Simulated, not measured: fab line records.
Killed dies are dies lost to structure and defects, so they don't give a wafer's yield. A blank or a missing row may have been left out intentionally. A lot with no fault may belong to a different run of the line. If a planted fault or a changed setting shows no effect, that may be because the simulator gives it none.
Matching of chambers	flow sky130	3 sister chambers for SKY_PASSIVATION_CVD_00 on pecvd-03
The step deposits SiO2, target thk 90 nm. 14 wafers are shown with their chamber, then 7 later ones without.

== WAFERS WITH THEIR CHAMBER ==
wafer	chamber	heater_power_w (W)
L077.1	0	854
L077.4	1	593
L077.5	0	889
L084.2	2	737
L084.3	0	886
L084.4	1	578
L088.1	1	672
L088.2	2	726
L088.5	0	843
L090.1	1	561
L090.3	0	703
L090.5	1	561
L093.1	1	656
L093.3	2	786

SIGNATURES (averages over the wafers above)
reading	chamber 0	chamber 1	chamber 2	scatter within a chamber
heater_power_w	835.00	603.50	749.67	58.2
Rule: for each reading, subtract the chamber's mean from the wafer's reading, divide by that reading's scatter and square the result; add these up over the readings and take the root, which gives the wafer's distance from the chamber. If the next closest chamber is less than 2 further off than the closest, the wafer can't be placed; otherwise it belongs to the closest. The scatter: take each reading less its chamber's mean, square it, sum over the shown wafers, divide by the number of wafers less the number of chambers, and take the root.

== WAFERS MISSING THEIR CHAMBER ==
wafer	heater_power_w (W)
L093.5	792
L095.2	640
L095.3	824
L095.5	850
L096.2	680
L096.3	691
L096.5	705

== WHICH CHAMBER EACH ONE RAN IN ==
wafer	from the rows above	in truth
L093.5	can't be placed: 2 or 0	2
L095.2	can't be placed: 1 or 2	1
L095.3	can't be placed: 0 or 2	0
L095.5	can't be placed: 0 or 2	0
L096.2	can't be placed: 2 or 1 or 0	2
L096.3	can't be placed: 2 or 1 or 0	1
L096.5	can't be placed: 2 or 1 or 0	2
Correctly placed: 0 of 7. Unplaceable from these rows: 7, with the true chamber sitting among the candidates in 7. Number placed wrongly: 0.
